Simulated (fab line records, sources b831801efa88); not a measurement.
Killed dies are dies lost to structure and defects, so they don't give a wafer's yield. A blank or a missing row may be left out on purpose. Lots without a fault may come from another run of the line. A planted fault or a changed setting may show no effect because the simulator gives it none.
Which tool did it? | flow sky130 | 11 lots, 33 wafers sampled, at 3 steps of a route of 708

WHAT THE GAUGES READ, wafer by wafer
SKY_VIA3_THK_MEAS_01.
lot  | measured     | on            | VIA3_HDPCVD_THK (nm)
L420 | day 39 08:28 | film_metro-01 | 1641 1643 1615
L421 | day 39 17:31 | film_metro-03 | 1593 1634 1624
L423 | day 40 04:25 | film_metro-03 | 1617 1590 1635
L425 | day 40 11:02 | film_metro-03 | 1651 1660 1633
L427 | day 41 00:17 | film_metro-02 | 1584 1642 1619
L430 | day 41 22:05 | film_metro-02 | 1299 1661 1616
L431 | day 42 01:34 | film_metro-02 | 1286 1597 1643
L432 | day 42 04:43 | film_metro-02 | 1635 1641 1669
L441 | day 44 23:13 | film_metro-02 | 1581 1675 1613
L442 | day 45 00:57 | film_metro-03 | 1584 1634 1594
L443 | day 45 04:19 | film_metro-02 | 1664 1609 1660

WHICH TOOL RAN EACH LOT (tool, then ch and the chambers of the sampled wafers, then the start)
lot  | SKY_CAPM_STRIP_14                    | SKY_VIA3_HDPCVD_00
L420 | plasma_asher-04 ch 0,1, day 38 06:02 | hdpcvd-02 ch 0,2, day 39 08:17
L421 | plasma_asher-04 ch 0,1, day 38 14:56 | hdpcvd-02 ch 1,2, day 39 17:20
L423 | plasma_asher-01 ch 0,1, day 39 01:53 | hdpcvd-02 ch 1,2, day 40 04:16
L425 | plasma_asher-04 ch 0,1, day 39 08:20 | hdpcvd-01 ch 0,1,2, day 40 10:53
L427 | plasma_asher-03 ch 0,1, day 39 22:14 | hdpcvd-02 ch 1,2, day 41 00:07
L430 | plasma_asher-03 ch 0,1, day 40 20:24 | hdpcvd-02 ch 0,1,2, day 41 21:51
L431 | plasma_asher-01 ch 0,1, day 41 00:01 | hdpcvd-02 ch 0,1,2, day 42 01:25
L432 | plasma_asher-04 ch 0,1, day 41 03:05 | hdpcvd-01 ch 0,1, day 42 04:32
L441 | plasma_asher-03 ch 0,1, day 43 22:47 | hdpcvd-02 ch 0,1,2, day 44 23:02
L442 | plasma_asher-03 ch 0,1, day 44 00:34 | hdpcvd-02 ch 0,2, day 45 00:46
L443 | plasma_asher-04 ch 0,1, day 44 04:49 | hdpcvd-02 ch 0,2, day 45 04:08
- SKY_CAPM_STRIP_14: strips in O2/N2.
- SKY_VIA3_HDPCVD_00: deposits SiO2, target thk 1635 nm, time 272.5 s.

THE ANSWER, worked out from the rows above alone
Rule: what is usual is taken from the lots themselves. Put in order of their means at a reading, lots are off if they are a third of the lots or fewer, leave a main group of 4 or more, and stand apart from it by a gap of 3 or more times the standard deviation of the main group's means; of several such gaps the widest counts. A main group whose means are all the same, to the digits that the tables above print for the reading, isn't used. A lot without any number at a reading at which 4 lots or more have one is off too. The other lots that the step has rows for count as sound.
Off: L430, L431, at SKY_VIA3_THK_MEAS_01 (VIA3_HDPCVD_THK). The main group: mean 1627 nm, standard deviation 16.
A tool fits if, at a process step before that reading, it ran every lot that is off, and no sound lot after the first of them. The gauges at SKY_VIA3_THK_MEAS_01 are tried like those tools. None of those tried fits.

WHAT THE SIMULATOR HAD PUT IN
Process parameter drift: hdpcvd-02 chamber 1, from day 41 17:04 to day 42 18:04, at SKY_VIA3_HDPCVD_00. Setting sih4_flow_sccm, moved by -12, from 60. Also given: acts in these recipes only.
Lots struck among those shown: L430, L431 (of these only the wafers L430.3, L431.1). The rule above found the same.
